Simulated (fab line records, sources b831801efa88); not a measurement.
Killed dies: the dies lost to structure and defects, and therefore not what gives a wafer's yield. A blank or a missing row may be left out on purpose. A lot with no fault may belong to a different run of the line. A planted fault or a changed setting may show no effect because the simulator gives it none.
fab line records    flow sfqLine
record lots=14  wafers=42  lastDay=92
route steps=325 shown M6@252
lots that met no fault: from a run of the same line without faults
startH: hours from the record's opening day to when the first of the lot's shown wafers began    waitH: how many hours have passed since the lot's step before this one    " identical to the entry in the row above    L1.1+2: one row covering several wafers at once    - no value, or no start was given    * or withheld: withheld    < > ~ a bound
route shown NAME@n: names a module that has steps shown in the file, with the first one's number in the route    usual: the fault-free wafers' mean and standard deviation    same: alike in all rows    chamber/n: place in a boat    sites: readings site by site    _std_site: how widely they spread, as a standard deviation    _edge_site: inner sites' mean taken away from outer sites' mean    radiusMm: how far each site lies from the wafer's centre    mask NAME#n: copy n    behind: the last tool/chamber to shape the wafer    hold: the reason the lot was held/the length of the hold in hours/how it ended    device: transistor that didn't switch, given as n, p or np    end of line: the route-end tests of the same wafers    a step without rows: its recipe alone    killed: dies that structure and defects cost at the first sort, which is not the same as the wafer's yield    map: per-die view of a wafer (x killed, . not killed, _ where there is no die)
set.NAME: the setting that was run; set.NAME@STEP: the one run at that earlier step    model.NAME: the simulator's own value behind a step, which no gauge read
a sample of lots followed through the steps of the route, with each step as a table and each wafer as a row
services: a tool's chamber out of use, with start hour (startH, from the record's first day; less than 0 if before it), hours out, and reason
## steps
# step SFQ_TRILAYER_M6_DEP_SPUTTER_157
# recipe material=Nb  basePressurePa=1.33e-06  chamberPressurePa=0.1333  substrateTempC=20  targetThkNm=200  powerW=2000  timeS=133.3
# usual substrateTempC=20.01/0.12  throttleValvePct=30.0/1.2
lot.wafer  tool           chamber  startH   waitH  substrateTempC  throttleValvePct
L531.4     pvdSputter-06  -        1717.27  0.0    19.94           31.5
L531.5     "              -        "        "      19.90           30.1
L531.6     "              -        "        "      19.90           29.3
L532.1     pvdSputter-05  -        1718.55  0.0    20.00           31.4
L532.2     "              -        "        "      19.85           30.9
L532.5     "              -        "        "      20.00           31.4
L533.1     pvdSputter-04  -        1731.84  0.0    19.97           30.2
L533.3     "              -        "        "      20.21           30.1
L533.4     "              -        "        "      19.97           29.7
L537.1     pvdSputter-05  -        1747.32  0.0    19.90           31.3
L537.3     "              -        "        "      20.04           30.8
L537.5     "              -        "        "      19.90           31.2
L538.1     pvdSputter-06  -        1756.90  0.0    19.98           30.1
L538.2     "              -        "        "      20.02           29.2
L538.4     "              -        "        "      20.00           30.9
L544.3     pvdSputter-06  -        1833.98  0.0    20.06           29.4
L544.4     "              -        "        "      20.02           30.5
L544.6     "              -        "        "      19.94           29.8
L545.2     pvdSputter-06  -        1838.19  0.0    20.10           30.0
L545.3     "              -        "        "      20.04           29.6
L545.5     "              -        "        "      20.28           30.2
L546.1     pvdSputter-04  -        1862.97  0.0    19.91           30.3
L546.3     "              -        "        "      19.95           30.1
L546.5     "              -        "        "      20.13           27.1
L547.1     pvdSputter-05  -        1872.57  0.0    19.79           31.6
L547.5     "              -        "        "      19.96           28.3
L547.6     "              -        "        "      19.94           31.2
L548.1     pvdSputter-04  -        1873.77  0.0    19.92           30.5
L548.2     "              -        "        "      20.17           30.1
L548.5     "              -        "        "      20.02           30.3
L550.1     pvdSputter-05  -        1876.17  0.0    19.79           28.3
L550.2     "              -        "        "      20.05           30.9
L550.6     "              -        "        "      20.09           30.8
L551.3     pvdSputter-04  -        1879.77  0.0    20.09           29.8
L551.4     "              -        "        "      20.18           29.7
L551.6     "              -        "        "      20.14           30.4
L552.3     pvdSputter-04  -        1895.17  0.0    19.97           29.7
L552.5     "              -        "        "      20.03           30.3
L552.6     "              -        "        "      20.24           30.4
L554.1     pvdSputter-04  -        1899.97  0.0    20.02           30.2
L554.2     "              -        "        "      19.96           29.9
L554.6     "              -        "        "      19.96           30.1
# step SFQ_M6_RS_MEAS_938
# recipe thkMeasGauge=four-point-probe  reads=Nb_of_TRILAYER_M6_DEP_SPUTTER_157
# usual M6_NB_RS=0.889/0.012
lot.wafer  tool          chamber  startH   waitH  M6_NB_RS[ohm/sq]
L531.4     filmMetro-01  -        1717.38  0.1    0.907
L531.5     "             -        "        "      0.894
L531.6     "             -        "        "      0.896
L532.1     filmMetro-01  -        1718.64  0.0    0.890
L532.2     "             -        "        "      0.873
L532.5     "             -        "        "      0.890
L533.1     filmMetro-02  -        1731.93  0.0    0.919
L533.3     "             -        "        "      0.891
L533.4     "             -        "        "      0.895
L537.1     filmMetro-02  -        1747.41  0.0    0.894
L537.3     "             -        "        "      0.865
L537.5     "             -        "        "      0.873
L538.1     filmMetro-01  -        1756.99  0.0    0.908
L538.2     "             -        "        "      0.902
L538.4     "             -        "        "      0.901
L544.3     filmMetro-02  -        1834.11  0.1    0.567
L544.4     "             -        "        "      0.562
L544.6     "             -        "        "      0.900
L545.2     filmMetro-02  -        1838.30  0.1    0.895
L545.3     "             -        "        "      0.565
L545.5     "             -        "        "      0.564
L546.1     filmMetro-02  -        1863.06  0.0    0.876
L546.3     "             -        "        "      0.886
L546.5     "             -        "        "      0.873
L547.1     filmMetro-04  -        1872.66  0.0    0.866
L547.5     "             -        "        "      0.889
L547.6     "             -        "        "      0.884
L548.1     filmMetro-04  -        1873.86  0.0    0.908
L548.2     "             -        "        "      0.894
L548.5     "             -        "        "      0.892
L550.1     filmMetro-02  -        1876.26  0.0    0.896
L550.2     "             -        "        "      0.869
L550.6     "             -        "        "      0.874
L551.3     filmMetro-01  -        1879.90  0.1    0.879
L551.4     "             -        "        "      0.881
L551.6     "             -        "        "      0.896
L552.3     filmMetro-04  -        1895.30  0.1    0.884
L552.5     "             -        "        "      0.907
L552.6     "             -        "        "      0.886
L554.1     filmMetro-04  -        1900.06  0.0    0.898
L554.2     "             -        "        "      0.874
L554.6     "             -        "        "      0.885
# step SFQ_TRILAYER_M6_ETCH_METAL_ETCH_162
# recipe target=Nb  stopOn=SiO2  maskMaterial=PR  chemistry=Cl2/Ar  targetDepthNm=240  icpW=600  biasW=80  pressureMtorr=10  timeS=120
# usual drypumpMotorCurrentA=5.5/0.33  oesProductAu=0.894/0.0087  rfFwdPowerW=596.7/1.9
lot.wafer  tool         chamber  startH   waitH  drypumpMotorCurrentA  oesProductAu  rfFwdPowerW  rfHoursCounterH
L531.4     rieMetal-03  0        1729.25  0.1    5.9                   0.884         596.4        -
L531.5     "            1        "        "      5.2                   0.896         599.9        -
L531.6     "            0        "        "      5.9                   0.895         597.2        -
L532.1     rieMetal-04  1        1730.41  0.0    5.5                   0.897         596.2        104
L532.2     "            0        "        "      5.3                   0.895         596.3        24
L532.5     "            0        "        "      5.4                   0.898         592.2        -
L533.1     rieMetal-04  1        1734.45  0.0    5.5                   0.867         597.1        105
L533.3     "            1        "        "      5.5                   0.895         596.5        -
L533.4     "            0        "        "      5.4                   0.898         597.4        -
L537.1     rieMetal-04  0        1836.03  0.1    5.4                   0.891         600.7        41
L537.3     "            0        "        "      5.4                   0.903         598.5        -
L537.5     "            0        "        "      5.4                   0.903         596.2        -
L538.1     rieMetal-02  0        1846.32  0.0    5.5                   0.877         593.7        18
L538.2     "            1        "        "      6.3                   0.881         594.0        44
L538.4     "            1        "        "      6.3                   0.890         592.8        -
L544.3     rieMetal-04  0        1914.12  0.1    5.4                   0.999         597.4        -
L544.4     "            1        "        "      5.5                   0.993         595.7        -
L544.6     "            1        "        "      5.5                   0.886         596.3        -
L545.2     rieMetal-02  1        1919.63  0.0    6.3                   0.888         596.0        59
L545.3     "            0        "        "      5.5                   0.988         596.1        -
L545.5     "            0        "        "      5.5                   0.987         595.4        -
L546.1     rieMetal-03  0        1920.83  0.0    5.9                   0.899         597.5        0
L546.3     "            1        "        "      5.1                   0.889         594.7        -
L546.5     "            0        "        "      5.9                   0.894         594.7        -
L547.1     rieMetal-03  0        1922.03  0.0    5.9                   0.908         598.8        1
L547.5     "            0        "        "      5.9                   0.898         598.7        -
L547.6     "            1        "        "      5.2                   0.899         597.8        -
L548.1     rieMetal-04  0        1923.23  0.0    5.4                   0.890         598.5        58
L548.2     "            1        "        "      5.5                   0.893         599.3        14
L548.5     "            1        "        "      5.5                   0.883         598.7        -
L550.1     rieMetal-03  1        1925.63  0.0    5.2                   0.890         597.8        126
L550.2     "            0        "        "      5.9                   0.902         597.3        1
L550.6     "            0        "        "      5.9                   0.898         596.2        -
L551.3     rieMetal-02  0        1926.90  0.1    5.5                   0.905         594.5        -
L551.4     "            1        "        "      6.3                   0.895         594.4        -
L551.6     "            0        "        "      5.6                   0.887         596.3        -
L552.3     rieMetal-03  1        1928.07  0.1    5.2                   0.904         598.0        -
L552.5     "            0        "        "      5.9                   0.884         599.0        -
L552.6     "            1        "        "      5.1                   0.896         595.7        -
L554.1     rieMetal-02  1        1930.43  0.0    6.3                   0.888         596.4        62
L554.2     "            0        "        "      5.5                   0.904         591.5        35
L554.6     "            0        "        "      5.5                   0.909         593.0        -
## services
tool           chamber  startH   hours  kind
pvdSputter-04  -        1751.65  7.8    repair
rieMetal-03    0        1786.01  32.8   repair
pvdSputter-06  -        1799.30  0.9    repair
pvdSputter-06  -        1815.36  5.3    repair
rieMetal-04    1        1816.08  -      clean
rieMetal-04    1        1816.08  -      consumableReplace:focusRing
rieMetal-04    1        1816.08  30.2   scheduledDown
rieMetal-04    1        1816.08  30.2   ventCycle
pvdSputter-05  -        1821.19  1.2    repair
rieMetal-04    -        1843.62  1.9    repair
pvdSputter-05  -        1848.07  3.3    repair
rieMetal-02    -        1851.52  1.2    repair
rieMetal-04    -        1862.44  2.8    pm
pvdSputter-04  -        1865.47  0.7    repair
pvdSputter-04  0        1875.80  -      consumableReplace:kit
pvdSputter-04  0        1875.80  18.0   scheduledDown
pvdSputter-04  0        1875.80  18.0   ventCycle
pvdSputter-04  -        1885.53  4.8    repair
rieMetal-03    -        1885.53  0.5    repair
rieMetal-03    0        1898.36  -      clean
rieMetal-03    0        1898.36  -      consumableReplace:focusRing
rieMetal-03    0        1898.36  22.0   scheduledDown
rieMetal-03    0        1898.36  22.0   ventCycle
rieMetal-02    0        1911.90  3.8    repair
## key
firstSign step=SFQ_M6_RS_MEAS_938  reading=M6_NB_RS  direction=down  sigmas=27  usual=0.889  struck=0.565
effect step=SFQ_TRILAYER_M6_ETCH_METAL_ETCH_162  reading=oesProductAu  direction=up  sigmas=11  usual=0.894  struck=0.992
metAt SFQ_TRILAYER_M6_DEP_SPUTTER_157
struckLots L544,L545
struckWafers L544.3,L544.4,L545.3,L545.5
onsetBetween 1756.90 1833.98
fault kind=processParameterDrift  tool=pvdSputter-06  chamber=-  onsetH=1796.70  steps=SFQ_TRILAYER_M6_DEP_SPUTTER_157  channel=targetThkNm  offset=115.43  shape=step  endH=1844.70  scope=struckWafersOnly  actsIn=theseRecipesOnly  stated=200
